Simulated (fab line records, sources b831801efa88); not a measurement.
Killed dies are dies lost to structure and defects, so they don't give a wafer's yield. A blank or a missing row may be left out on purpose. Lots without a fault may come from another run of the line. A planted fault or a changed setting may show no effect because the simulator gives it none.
Which tool did it? | flow gf180mcu | 7 lots, 21 wafers sampled, at 2 steps of a route of 602

WHAT THE GAUGES READ, wafer by wafer
GF_CONTACT_OVL_MEAS_15.
lot  | measured     | on         | CONTACT_OVL (nm)
L657 | day 17 05:32 | overlay-01 | 7 2 -7
L659 | day 17 20:59 | overlay-02 | 1 -12 -14
L661 | day 18 18:29 | overlay-02 | -1 -4 3
L668 | day 21 11:14 | overlay-01 | 5 -1 1
L670 | day 22 11:15 | overlay-01 | 2 -5 -13
L672 | day 22 16:00 | overlay-01 | 4 -2 -6
L676 | day 23 22:38 | overlay-02 | 6 5 0

WHICH TOOL RAN EACH LOT (tool, then ch and the chambers of the sampled wafers, then the start)
lot  | GF_SALICIDE_RTA_06
L657 | rtp_anneal-01 ch 0, day 16 05:59
L659 | rtp_anneal-01 ch 0, day 16 21:18
L661 | rtp_anneal-02 ch 0, day 17 17:40
L668 | rtp_anneal-02 ch 0, day 20 10:23
L670 | rtp_anneal-02 ch 0, day 21 10:28
L672 | rtp_anneal-02 ch 0, day 21 15:45
L676 | rtp_anneal-02 ch 0, day 22 22:42
- GF_SALICIDE_RTA_06: time 30 s.

THE ANSWER, worked out from the rows above alone
Rule: what is usual is taken from the lots themselves. Put in order of their means at a reading, lots are off if they are a third of the lots or fewer, leave a main group of 4 or more, and stand apart from it by a gap of 3 or more times the standard deviation of the main group's means; of several such gaps the widest counts. A main group whose means are all the same, to the digits that the tables above print for the reading, isn't used. A lot without any number at a reading at which 4 lots or more have one is off too. The other lots that the step has rows for count as sound.
No lot is off at any reading shown: from this, nothing can be told.

WHAT THE SIMULATOR HAD PUT IN
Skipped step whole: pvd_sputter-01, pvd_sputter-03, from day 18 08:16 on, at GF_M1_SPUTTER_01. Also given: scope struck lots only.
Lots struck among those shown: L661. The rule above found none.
